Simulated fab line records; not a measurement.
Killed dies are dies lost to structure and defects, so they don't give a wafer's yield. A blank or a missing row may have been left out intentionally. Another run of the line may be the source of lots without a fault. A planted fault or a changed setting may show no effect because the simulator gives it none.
fab line records	flow gf180mcu
record lots=5	wafers=15	last_day=33
route steps=602 shown MVPSD@139 VT_IMPLANT@140 DUAL_GATE@141 POLY_GATE@157
lots untouched by any fault: they come from a run of this same line in which no faults occurred
start_h: hours from the record's first day to the start of the lot's first wafer shown	wait_h: hours from the lot's prior step to this one	" identical to the entry in the row above	L1.1+2: one row covering several wafers at once	- either no value or no given start	* or withheld: withheld	< > ~ a bound
route shown NAME@n: a module of which the file shows steps, and the number in the route of the first	usual: mean/standard deviation of fault-free wafers	same: alike in all rows	chamber/n: place in a boat	sites: each site's reading	_std_site: how widely they spread, as a standard deviation	_edge_site: mean of outer sites minus mean of inner sites	radius_mm: how far each site lies from the wafer's centre	mask NAME#n: copy n	behind: the last tool/chamber to shape the wafer	hold: cause of the lot's hold/its duration in hours/its outcome	device: whichever transistor did not switch (one of n, p or np)	end of line: tests run on the same wafers once the route is complete	for a step that has no rows: nothing shown but its recipe	killed: dies that structure and defects cost at the first sort, which is not the same as the wafer's yield	map: a wafer's dies, x killed, . not, _ none there
set.NAME: setting as actually run; set.NAME@STEP: the setting as run at that earlier step	model.NAME: the simulator's own value behind a step, which no gauge read
lots seen at some steps along the route; tables by step, rows by wafer
services: a tool's chamber out of use, with start hour (start_h, from the record's first day; less than 0 if before it), hours out, and reason
## steps
# step GF_VT_IMPLANT_RS_MEAS_49
# recipe thk_meas_gauge=four-point-probe
# usual MVPSD_RS=1169.4/2.8
lot.wafer	tool	chamber	start_h	wait_h	MVPSD_RS[ohm/sq]
L074.2	film_metro-01	-	158.76	0.1	1170.3
L074.4	"	-	"	"	1167.3
L074.6	"	-	"	"	1171.6
L081.3	film_metro-03	-	203.60	0.1	1166.8
L081.5	"	-	"	"	1167.9
L081.6	"	-	"	"	1168.6
L082.1	film_metro-01	-	212.08	0.1	1166.7
L082.3	"	-	"	"	1166.3
L082.4	"	-	"	"	1163.7
L083.1	film_metro-02	-	217.54	0.1	1169.5
L083.2	"	-	"	"	1170.4
L083.5	"	-	"	"	1170.5
L094.1	film_metro-03	-	295.66	0.1	1167.9
L094.3	"	-	"	"	1167.6
L094.6	"	-	"	"	1171.2
# step GF_VT_IMPLANT_WET_ETCH_50
# recipe chemistry=dHF	target_depth_nm=20	target=SiO2	temp_c=25	dilution=100:1	time_s=400
lot.wafer	tool	chamber	start_h	wait_h
L074.2+4+6	wet_bench-01	2	158.86	0.1
L081.3+5+6	wet_bench-03	3	203.68	0.1
L082.1+3+4	wet_bench-03	2	212.20	0.1
L083.1+2+5	wet_bench-03	2	217.66	0.1
L094.1+3+6	wet_bench-02	1	295.78	0.1
# step GF_DUAL_GATE_CLEAN_00
# recipe chemistry=SC1/SC2	mix=1:4:20	temp_c=70	time_s=150
lot.wafer	tool	chamber	start_h	wait_h
L074.2+4+6	wet_bench-02	3	159.02	0.0
L081.3+5+6	wet_bench-01	2	203.92	0.0
L082.1+3+4	wet_bench-02	1	212.32	0.0
L083.1+2+5	wet_bench-03	3	217.78	0.0
L094.1+3+6	wet_bench-03	0	295.90	0.0
# step GF_DUAL_GATE_CLEAN_01
# recipe chemistry=dHF	time_s=20	dilution=100:1	dry=ipa_marangoni
lot.wafer	tool	chamber	start_h	wait_h
L074.2+4+6	wet_bench-03	1	159.07	0.0
L081.3+5+6	wet_bench-02	3	203.97	0.0
L082.1+3+4	wet_bench-01	2	212.37	0.0
L083.1+2+5	wet_bench-03	0	217.83	0.0
L094.1+3+6	wet_bench-01	3	295.95	0.0
# step GF_DUAL_GATE_OXIDATION_02
# recipe temp_c=900	ambient=O2	stabilise_s=600	purge_s=300	target_thk_a=108.87	ox_time_s=1602
# usual spike_tc_upper_C=901.3/1.1	zone_power_top_pct=33/3.9
lot.wafer	tool	chamber	start_h	wait_h	spike_tc_upper_C	zone_power_top_pct
L074.2	furnace-02	0	159.13	0.0	902.0	39
L074.4	"	0	"	"	901.2	39
L074.6	"	0	"	"	900.2	39
L081.3	furnace-02	0	203.99	0.0	900.7	39
L081.5	"	0	"	"	902.4	38
L081.6	"	0	"	"	902.3	39
L082.1	furnace-01	0	212.96	0.6	901.4	31
L082.3	"	0	"	"	903.0	31
L082.4	"	0	"	"	900.9	31
L083.1	furnace-02	0	218.84	1.0	902.2	39
L083.2	"	0	"	"	901.7	39
L083.5	"	0	"	"	900.2	39
L094.1	furnace-01	0	295.96	0.0	901.7	31
L094.3	"	0	"	"	900.6	30
L094.6	"	0	"	"	902.9	31
# step GF_DUAL_GATE_THK_MEAS_03
# recipe reads=SiO2_of_DUAL_GATE_OXIDATION_02
# usual DUAL_GATE_OXIDATION_00_THK=10.99/0.24
lot.wafer	tool	chamber	start_h	wait_h	DUAL_GATE_OXIDATION_00_THK[nm]
L074.2	film_metro-04	-	160.59	0.0	11.08
L074.4	"	-	"	"	11.25
L074.6	"	-	"	"	11.14
L081.3	film_metro-02	-	205.45	0.0	10.59
L081.5	"	-	"	"	10.83
L081.6	"	-	"	"	10.72
L082.1	film_metro-02	-	214.41	0.0	10.61
L082.3	"	-	"	"	10.84
L082.4	"	-	"	"	10.89
L083.1	film_metro-03	-	220.28	0.0	11.00
L083.2	"	-	"	"	10.94
L083.5	"	-	"	"	10.94
L094.1	film_metro-04	-	297.41	0.0	11.19
L094.3	"	-	"	"	11.17
L094.6	"	-	"	"	11.23
# step GF_DUAL_GATE_DEHYDRATE_04
# recipe temp_c=200	time_s=60
lot.wafer	tool	chamber	start_h	wait_h
L074.2+4+6	litho_track-02	0	167.55	6.9
L081.3+5+6	litho_track-01	0	213.94	8.5
L082.1+3+4	litho_track-01	0	221.79	7.4
L083.1+2+5	litho_track-01	0	227.89	7.6
L094.1+3+6	litho_track-01	0	306.34	8.9
# step GF_DUAL_GATE_HMDS_05
# recipe prime_time_s=60	prime_temp_c=120
lot.wafer	tool	chamber	start_h	wait_h
L074.2+4+6	litho_track-02	0	167.70	0.1
L081.3+5+6	litho_track-01	0	214.09	0.1
L082.1+3+4	litho_track-01	0	221.94	0.1
L083.1+2+5	litho_track-01	0	228.04	0.1
L094.1+3+6	litho_track-01	0	306.49	0.1
# step GF_DUAL_GATE_COAT_06
# recipe resist=NOVOLAK	spin_rpm=3000	resist_thk_nm=1000
lot.wafer	tool	chamber	start_h	wait_h
L074.2+4+6	litho_track-02	0	167.85	0.1
L081.3+5+6	litho_track-01	0	214.24	0.1
L082.1+3+4	litho_track-01	0	222.09	0.1
L083.1+2+5	litho_track-01	0	228.19	0.1
L094.1+3+6	litho_track-01	0	306.64	0.1
# step GF_DUAL_GATE_SOFTBAKE_07
# recipe temp_c=90	time_s=60	resist=NOVOLAK
lot.wafer	tool	chamber	start_h	wait_h
L074.2+4+6	litho_track-02	0	168.00	0.1
L081.3+5+6	litho_track-01	0	214.39	0.1
L082.1+3+4	litho_track-01	0	222.24	0.1
L083.1+2+5	litho_track-01	0	228.34	0.1
L094.1+3+6	litho_track-01	0	306.79	0.1
# step GF_DUAL_GATE_EXPOSE_08
# recipe mask_id=Dualgate	target_cd_nm=700	na=0.6	source_shape=conventional	sigma_outer=0.6	dose_mj=141.6
lot.wafer	tool	chamber	start_h	wait_h	mask
L074.2+4+6	iline_stepper-01	0	-	-	Dualgate#0
L081.3+5+6	iline_stepper-01	0	-	-	Dualgate#0
L082.1+3+4	iline_stepper-01	0	-	-	Dualgate#0
L083.1+2+5	iline_stepper-02	0	-	-	Dualgate#0
L094.1+3+6	iline_stepper-02	0	-	-	Dualgate#0
# step GF_DUAL_GATE_PEB_09
# recipe temp_c=withheld	time_s=*	resist=NOVOLAK
lot.wafer	tool	chamber	start_h	wait_h
L074.2+4+6	litho_track-01	0	-	-
L081.3+5+6	litho_track-03	0	-	-
L082.1+3+4	litho_track-03	0	-	-
L083.1+2+5	litho_track-02	0	-	-
L094.1+3+6	litho_track-03	0	-	-
# step GF_DUAL_GATE_DEVELOP_10
# recipe develop_time_s=60	dev_temp_c=23
lot.wafer	tool	chamber	start_h	wait_h
L074.2+4+6	litho_track-01	0	175.72	0.1
L081.3+5+6	litho_track-03	0	222.41	0.1
L082.1+3+4	litho_track-03	0	231.21	0.1
L083.1+2+5	litho_track-02	0	237.77	0.1
L094.1+3+6	litho_track-03	0	317.10	0.1
# step GF_DUAL_GATE_OVL_MEAS_11
# usual DUAL_GATE_OVL=0.5/1.3
lot.wafer	tool	chamber	start_h	wait_h	DUAL_GATE_OVL[nm]
L074.2	overlay-02	-	175.85	0.1	0.3
L074.4	"	-	"	"	-1.0
L074.6	"	-	"	"	0.5
L081.3	overlay-01	-	222.52	0.1	2.0
L081.5	"	-	"	"	0.5
L081.6	"	-	"	"	1.4
L082.1	overlay-01	-	231.36	0.1	0.0
L082.3	"	-	"	"	-0.3
L082.4	"	-	"	"	-0.6
L083.1	overlay-02	-	237.92	0.1	-1.1
L083.2	"	-	"	"	-1.5
L083.5	"	-	"	"	0.4
L094.1	overlay-02	-	317.25	0.1	0.6
L094.3	"	-	"	"	1.2
L094.6	"	-	"	"	0.1
# step GF_DUAL_GATE_WET_ETCH_12
# recipe chemistry=dHF	target_depth_nm=13	dry=n2_spin	target=SiO2	temp_c=25	dilution=100:1	time_s=260
lot.wafer	tool	chamber	start_h	wait_h
L074.2+4+6	wet_bench-02	1	175.88	0.0
L081.3+5+6	wet_bench-01	1	222.54	0.0
L082.1+3+4	wet_bench-01	2	231.39	0.0
L083.1+2+5	wet_bench-01	1	237.96	0.0
L094.1+3+6	wet_bench-03	1	317.29	0.0
# step GF_DUAL_GATE_STRIP_13
# recipe chemistry=O2/N2	power_w=1400	pressure_mtorr=1500	platen_temp_c=250	o2_flow_sccm=3000	n2_flow_sccm=300	overash_fraction=0.5
# usual drypump_motor_current_A=5.7/0.34	heater_power_w=353/14	n2_flow_sccm=300.1/0.83	oes_product_au=0.715/0.0041	strip_time_to_endpoint_s=12.60/0.037
lot.wafer	tool	chamber	start_h	wait_h	drypump_motor_current_A	heater_power_w	n2_flow_sccm	oes_product_au	rf_hours_counter_h	strip_time_to_endpoint_s
L074.2	plasma_asher-01	0	175.96	0.0	5.0	340	299.0	0.716	47	12.62
L074.4	"	0	"	"	5.1	336	299.1	0.717	-	12.59
L074.6	"	0	"	"	5.0	339	299.2	0.710	-	12.59
L081.3	plasma_asher-03	1	222.66	0.0	6.0	356	300.7	0.718	-	12.59
L081.5	"	0	"	"	5.6	375	299.4	0.720	-	12.60
L081.6	"	1	"	"	6.1	366	302.4	0.715	-	12.52
L082.1	plasma_asher-03	0	231.47	0.0	5.6	367	299.6	0.711	61	12.59
L082.3	"	1	"	"	6.0	359	300.4	0.708	-	12.57
L082.4	"	0	"	"	5.6	369	301.0	0.715	-	12.57
L083.1	plasma_asher-01	1	238.05	0.0	5.7	331	300.4	0.714	52	12.59
L083.2	"	0	"	"	5.1	344	298.8	0.712	52	12.57
L083.5	"	0	"	"	5.1	346	300.1	0.716	-	12.59
L094.1	plasma_asher-03	0	317.37	0.0	5.6	363	301.6	0.719	71	12.64
L094.3	"	0	"	"	5.6	363	301.6	0.714	-	12.59
L094.6	"	0	"	"	5.6	370	302.8	0.725	-	12.62
# step GF_DUAL_GATE_CLEAN_14
# recipe chemistry=SC1/SC2	mix=1:4:20	temp_c=70	time_s=150	dry=n2_spin
lot.wafer	tool	chamber	start_h	wait_h
L074.2+4+6	wet_bench-02	2	176.06	0.1
L081.3+5+6	wet_bench-03	1	222.72	0.0
L082.1+3+4	wet_bench-03	2	231.57	0.1
L083.1+2+5	wet_bench-02	1	238.15	0.1
L094.1+3+6	wet_bench-02	1	317.47	0.1
# step GF_DUAL_GATE_OXIDATION_15
# recipe temp_c=850	ambient=O2	stabilise_s=600	purge_s=300	target_thk_a=70.98	ox_time_s=1995
# usual spike_tc_upper_C=851.7/1.1	zone_power_top_pct=34/3.3
lot.wafer	tool	chamber	start_h	wait_h	spike_tc_upper_C	zone_power_top_pct
L074.2	furnace-02	0	177.03	0.9	851.9	35
L074.4	"	0	"	"	849.7	36
L074.6	"	0	"	"	852.7	36
L081.3	furnace-02	0	222.77	0.0	851.3	36
L081.5	"	0	"	"	850.8	36
L081.6	"	0	"	"	851.1	36
L082.1	furnace-02	0	231.62	0.0	851.6	36
L082.3	"	0	"	"	851.2	35
L082.4	"	0	"	"	849.7	35
L083.1	furnace-02	0	238.20	0.0	849.7	35
L083.2	"	0	"	"	851.7	35
L083.5	"	0	"	"	854.1	35
L094.1	furnace-02	0	317.70	0.2	852.7	36
L094.3	"	0	"	"	852.2	35
L094.6	"	0	"	"	852.7	36
# step GF_POLY_GATE_CVD_00
# recipe material=poly-Si	target_thk_nm=200	temp_c=620	time_s=1200	pressure_mtorr=200
# usual spike_tc_upper_C=619.7/1.3	zone_power_top_pct=19.3/1.3
lot.wafer	tool	chamber	start_h	wait_h	spike_tc_upper_C	zone_power_top_pct
L074.2	lpcvd-02	0	178.58	0.0	619.3	21.1
L074.4	"	0	"	"	620.3	20.3
L074.6	"	0	"	"	622.0	20.9
L081.3	lpcvd-02	0	224.72	0.4	621.4	20.5
L081.5	"	0	"	"	620.4	21.0
L081.6	"	0	"	"	620.8	20.5
L082.1	lpcvd-01	1	233.18	0.0	620.7	20.5
L082.3	"	1	"	"	618.5	20.3
L082.4	"	1	"	"	619.8	20.2
L083.1	lpcvd-01	0	239.75	0.0	619.8	17.3
L083.2	"	0	"	"	620.7	17.2
L083.5	"	0	"	"	618.4	17.5
L094.1	lpcvd-01	1	319.25	0.0	619.6	20.4
L094.3	"	1	"	"	619.6	20.7
L094.6	"	1	"	"	619.8	20.5
# step GF_POLY_GATE_THK_MEAS_01
# recipe reads=poly-Si_of_POLY_GATE_CVD_00
# usual POLY_GATE_CVD_00_THK=200.5/1.8
lot.wafer	tool	chamber	start_h	wait_h	POLY_GATE_CVD_00_THK[nm]
L074.2	film_metro-04	-	179.92	0.0	197.6
L074.4	"	-	"	"	196.8
L074.6	"	-	"	"	198.2
L081.3	film_metro-03	-	226.74	0.0	196.8
L081.5	"	-	"	"	198.3
L081.6	"	-	"	"	199.2
L082.1	film_metro-01	-	234.51	0.0	201.0
L082.3	"	-	"	"	202.0
L082.4	"	-	"	"	200.1
L083.1	film_metro-04	-	241.08	0.0	202.5
L083.2	"	-	"	"	202.9
L083.5	"	-	"	"	204.9
L094.1	film_metro-01	-	320.59	0.0	200.3
L094.3	"	-	"	"	202.0
L094.6	"	-	"	"	201.3
# step GF_POLY_GATE_DEHYDRATE_02
# recipe temp_c=200	time_s=60
lot.wafer	tool	chamber	start_h	wait_h
L074.2+4+6	litho_track-01	0	187.52	7.6
L081.3+5+6	litho_track-02	0	235.57	8.8
L082.1+3+4	litho_track-01	0	242.89	8.4
L083.1+2+5	litho_track-04	0	249.58	8.5
L094.1+3+6	litho_track-02	0	330.07	9.5
# step GF_POLY_GATE_HMDS_03
# recipe prime_time_s=60	prime_temp_c=120
lot.wafer	tool	chamber	start_h	wait_h
L074.2+4+6	litho_track-01	0	187.67	0.1
L081.3+5+6	litho_track-02	0	235.72	0.1
L082.1+3+4	litho_track-01	0	243.04	0.1
L083.1+2+5	litho_track-04	0	249.73	0.1
L094.1+3+6	litho_track-02	0	330.22	0.1
# step GF_POLY_GATE_COAT_04
# recipe resist=BARC	temp_c=withheld	time_s=withheld	spin_rpm=withheld	resist_thk_nm=withheld
lot.wafer	tool	chamber	start_h	wait_h
L074.2+4+6	litho_track-01	0	187.82	0.1
L081.3+5+6	litho_track-02	0	235.87	0.1
L082.1+3+4	litho_track-01	0	243.19	0.1
L083.1+2+5	litho_track-04	0	249.88	0.1
L094.1+3+6	litho_track-02	0	330.37	0.1
# step GF_POLY_GATE_COAT_05
# recipe resist=KrF	spin_rpm=withheld	resist_thk_nm=688.6
lot.wafer	tool	chamber	start_h	wait_h
L074.2+4+6	litho_track-01	0	-	-
L081.3+5+6	litho_track-02	0	-	-
L082.1+3+4	litho_track-01	0	-	-
L083.1+2+5	litho_track-04	0	-	-
L094.1+3+6	litho_track-02	0	-	-
# step GF_POLY_GATE_SOFTBAKE_06
# recipe temp_c=130	time_s=60	resist=KrF
lot.wafer	tool	chamber	start_h	wait_h
L074.2+4+6	litho_track-01	0	-	-
L081.3+5+6	litho_track-02	0	-	-
L082.1+3+4	litho_track-01	0	-	-
L083.1+2+5	litho_track-04	0	-	-
L094.1+3+6	litho_track-02	0	-	-
# step GF_POLY_GATE_EXPOSE_07
# recipe mask_id=Poly2	target_cd_nm=280	na=0.68	source_shape=conventional	sigma_outer=0.6	dose_mj=28
lot.wafer	tool	chamber	start_h	wait_h	mask
L074.2+4+6	krf_scanner-02	0	-	-	Poly2#0
L081.3+5+6	krf_scanner-01	0	-	-	Poly2#0
L082.1+3+4	krf_scanner-02	0	-	-	Poly2#0
L083.1+2+5	krf_scanner-01	0	-	-	Poly2#0
L094.1+3+6	krf_scanner-01	0	-	-	Poly2#0
# step GF_POLY_GATE_PEB_08
# recipe peb_temp_c=135	peb_time_s=90	resist=KrF
lot.wafer	tool	chamber	start_h	wait_h
L074.2+4+6	litho_track-04	0	-	-
L081.3+5+6	litho_track-01	0	-	-
L082.1+3+4	litho_track-04	0	-	-
L083.1+2+5	litho_track-02	0	-	-
L094.1+3+6	litho_track-01	0	-	-
# step GF_POLY_GATE_DEVELOP_09
# recipe develop_time_s=60	resist=KrF	dev_temp_c=21
lot.wafer	tool	chamber	start_h	wait_h
L074.2+4+6	litho_track-04	0	196.60	0.2
L081.3+5+6	litho_track-01	0	244.49	0.1
L082.1+3+4	litho_track-04	0	252.58	0.2
L083.1+2+5	litho_track-02	0	259.87	0.2
L094.1+3+6	litho_track-01	0	341.74	0.2
# step GF_POLY_GATE_CD_MEAS_10
# recipe target_cd_nm=280
# usual cd_nm=279.9/1.3
lot.wafer	tool	chamber	start_h	wait_h	cd_nm
L074.2	cd_sem-01	-	196.75	0.1	279.8
L074.4	"	-	"	"	278.9
L074.6	"	-	"	"	278.4
L081.3	cd_sem-02	-	244.63	0.1	281.3
L081.5	"	-	"	"	279.7
L081.6	"	-	"	"	279.3
L082.1	cd_sem-02	-	252.73	0.1	280.3
L082.3	"	-	"	"	280.9
L082.4	"	-	"	"	280.2
L083.1	cd_sem-02	-	260.02	0.1	280.1
L083.2	"	-	"	"	278.7
L083.5	"	-	"	"	278.6
L094.1	cd_sem-01	-	341.89	0.1	280.5
L094.3	"	-	"	"	280.7
L094.6	"	-	"	"	281.9
# step GF_POLY_GATE_OVL_MEAS_11
# usual POLY_GATE_OVL=-3/5.3
lot.wafer	tool	chamber	start_h	wait_h	POLY_GATE_OVL[nm]
L074.2	overlay-01	-	196.85	0.1	-2
L074.4	"	-	"	"	-1
L074.6	"	-	"	"	0
L081.3	overlay-01	-	244.72	0.1	-9
L081.5	"	-	"	"	-4
L081.6	"	-	"	"	-6
L082.1	overlay-02	-	252.85	0.1	-5
L082.3	"	-	"	"	-9
L082.4	"	-	"	"	-4
L083.1	overlay-02	-	260.14	0.1	5
L083.2	"	-	"	"	-3
L083.5	"	-	"	"	2
L094.1	overlay-01	-	342.01	0.1	-10
L094.3	"	-	"	"	-11
L094.6	"	-	"	"	-16
# step GF_POLY_GATE_ETCH_12
# recipe chemistry=N2/H2	target_depth_a=withheld	overetch_a=withheld	time_s=withheld	target=BARC	ion_energy_ev=200	source_w=500	bias_w=100	pressure_mtorr=30	n2_flow_sccm=100	h2_flow_sccm=200
# usual bias_w=100.0/0.33	drypump_motor_current_A=5.8/0.39	n2_flow_sccm=99.99/0.27	oes_product_au=0.735/0.0047	throttle_valve_pct=13.216/0.0099
lot.wafer	tool	chamber	start_h	wait_h	bias_w	drypump_motor_current_A	n2_flow_sccm	oes_product_au	throttle_valve_pct
L074.2	rie_diel-03	1	196.88	0.0	100.5	6.4	99.74	0.741	13.219
L074.4	"	2	"	"	100.0	6.0	100.08	0.737	13.209
L074.6	"	1	"	"	100.1	6.4	100.09	0.738	13.214
L081.3	rie_diel-02	1	244.75	0.0	99.9	5.6	99.93	0.732	13.214
L081.5	"	1	"	"	100.0	5.6	100.04	0.729	13.203
L081.6	"	0	"	"	100.2	5.4	99.27	0.733	13.229
L082.1	rie_diel-02	3	252.88	0.0	99.8	5.9	99.95	0.732	13.231
L082.3	"	2	"	"	99.8	5.8	100.11	0.740	13.219
L082.4	"	0	"	"	100.1	5.4	99.60	0.740	13.213
L083.1	rie_diel-04	1	260.18	0.0	100.2	6.5	100.31	0.732	13.199
L083.2	"	3	"	"	100.0	6.2	99.67	0.733	13.233
L083.5	"	0	"	"	99.9	5.3	100.21	0.739	13.219
L094.1	rie_diel-03	2	342.04	0.0	100.0	6.0	99.90	0.734	13.211
L094.3	"	3	"	"	99.4	5.5	99.82	0.727	13.208
L094.6	"	3	"	"	100.0	5.4	99.56	0.740	13.204
# step GF_POLY_GATE_ETCH_13
# recipe target=poly-Si	target_depth_nm=198.5	stop_on=SiO2	over_etch_frac=0.403	chemistry=HBr/Cl2	icp_w=400	bias_w=100	pressure_mtorr=10	HBr_flow_sccm=150	Cl2_flow_sccm=50	time_s=69.6
# usual bias_w=99.9/0.33	drypump_motor_current_A=5.67/0.27	oes_product_au=0.989/0.0069	throttle_valve_pct=33.686/0.0092
# same over_etch_frac=0.403
lot.wafer	tool	chamber	start_h	wait_h	bias_w	drypump_motor_current_A	oes_product_au	rf_hours_counter_h	throttle_valve_pct
L074.2	rie_si-02	2	196.94	-	100.0	5.60	0.987	5	33.692
L074.4	"	0	"	"	100.3	6.00	0.984	3	33.671
L074.6	"	0	"	"	100.6	5.99	0.986	-	33.696
L081.3	rie_si-02	3	244.80	-	99.9	5.75	0.988	1	33.700
L081.5	"	1	"	"	100.2	5.77	0.985	-	33.681
L081.6	"	0	"	"	100.4	5.99	0.994	-	33.702
L082.1	rie_si-01	3	252.93	-	99.8	5.10	0.991	18	33.703
L082.3	"	1	"	"	100.2	5.42	0.990	39	33.704
L082.4	"	3	"	"	100.1	5.09	0.997	-	33.686
L083.1	rie_si-01	3	260.23	-	100.0	5.11	0.998	18	33.680
L083.2	"	1	"	"	99.3	5.42	0.991	39	33.711
L083.5	"	0	"	"	99.7	5.81	0.985	-	33.687
L094.1	rie_si-02	3	342.10	-	100.2	5.73	0.984	3	33.686
L094.3	"	0	"	"	99.9	6.02	0.994	5	33.694
L094.6	"	0	"	"	100.0	6.00	0.993	-	33.675
# step GF_POLY_GATE_STRIP_14
# recipe chemistry=O2/N2	power_w=1400	pressure_mtorr=1500	platen_temp_c=250	o2_flow_sccm=3000	n2_flow_sccm=300	overash_fraction=0.5
# usual drypump_motor_current_A=5.66/0.29	heater_power_w=363/24	n2_flow_sccm=300.2/0.9	oes_product_au=0.500/0.0048
lot.wafer	tool	chamber	start_h	wait_h	drypump_motor_current_A	heater_power_w	n2_flow_sccm	oes_product_au	rf_hours_counter_h
L074.2	plasma_asher-03	0	196.99	0.0	5.55	362	299.8	0.500	57
L074.4	"	0	"	"	5.57	371	299.3	0.505	-
L074.6	"	1	"	"	6.09	355	298.7	0.501	-
L081.3	plasma_asher-01	1	244.89	0.1	5.72	331	300.9	0.495	-
L081.5	"	0	"	"	5.06	337	299.3	0.493	-
L081.6	"	1	"	"	5.73	334	301.0	0.503	-
L082.1	plasma_asher-01	0	252.99	0.0	5.05	337	299.5	0.501	54
L082.3	"	1	"	"	5.72	335	299.3	0.497	-
L082.4	"	0	"	"	5.08	340	298.7	0.494	-
L083.1	plasma_asher-03	0	260.28	0.0	5.61	367	299.2	0.504	65
L083.2	"	1	"	"	6.08	352	301.5	0.495	65
L083.5	"	1	"	"	6.08	352	301.4	0.495	-
L094.1	plasma_asher-03	1	342.15	0.0	6.05	355	299.6	0.493	73
L094.3	"	0	"	"	5.58	369	297.9	0.503	-
L094.6	"	0	"	"	5.55	367	299.3	0.498	-
# step GF_POLY_GATE_CLEAN_15
# recipe chemistry=SC1/SC2	mix=1:4:20	temp_c=70	time_s=150	dry=n2_spin
lot.wafer	tool	chamber	start_h	wait_h
L074.2+4+6	wet_bench-01	2	197.09	0.1
L081.3+5+6	wet_bench-03	2	244.95	0.0
L082.1+3+4	wet_bench-03	2	253.09	0.1
L083.1+2+5	wet_bench-04	3	260.38	0.1
L094.1+3+6	wet_bench-01	3	342.25	0.1
# step GF_POLY_GATE_OXIDATION_16
# recipe temp_c=850	ambient=O2	stabilise_s=600	purge_s=300	target_thk_a=40	ox_time_s=899
# usual spike_tc_upper_C=851.5/1	zone_power_top_pct=32/3.8
lot.wafer	tool	chamber	start_h	wait_h	spike_tc_upper_C	zone_power_top_pct
L074.2	furnace-02	0	197.62	0.5	850.8	36
L074.4	"	0	"	"	853.4	35
L074.6	"	0	"	"	852.3	36
L081.3	furnace-01	0	245.00	0.0	850.5	28
L081.5	"	0	"	"	852.4	28
L081.6	"	0	"	"	852.6	28
L082.1	furnace-02	0	253.23	0.1	853.8	35
L082.3	"	0	"	"	852.2	36
L082.4	"	0	"	"	851.6	36
L083.1	furnace-02	0	261.53	1.1	853.2	36
L083.2	"	0	"	"	850.2	35
L083.5	"	0	"	"	850.2	36
L094.1	furnace-01	0	342.31	0.0	849.6	29
L094.3	"	0	"	"	850.2	28
L094.6	"	0	"	"	851.6	28
## services
tool	chamber	start_h	hours	kind
plasma_asher-01	-	138.60	2.8	pm
furnace-01	-	159.00	3.7	pm
rie_si-02	0	166.86	6.0	repair
furnace-01	-	179.51	6.5	pm
wet_bench-02	-	187.02	1.6	repair
krf_scanner-01	-	190.10	0.8	pm
plasma_asher-01	-	191.34	0.5	repair
plasma_asher-01	-	204.39	9.4	repair
lpcvd-01	-	206.70	1.6	repair
krf_scanner-01	-	221.60	0.8	repair
krf_scanner-01	-	222.40	1.0	pm
krf_scanner-01	-	234.96	1.3	pm
iline_stepper-01	-	236.72	1.7	pm
rie_si-02	2	241.79	3.5	repair
rie_si-02	1	252.67	11.3	repair
wet_bench-02	-	274.94	1.9	pm
furnace-02	-	276.51	3.1	pm
iline_stepper-01	-	286.40	33.8	repair
furnace-01	-	292.05	3.8	pm
rie_si-02	-	299.26	2.8	pm
furnace-02	-	311.78	2.8	pm
plasma_asher-01	-	317.65	3.2	repair
plasma_asher-01	-	330.37	0.3	repair
iline_stepper-01	-	331.40	19.1	repair
## key
fault none
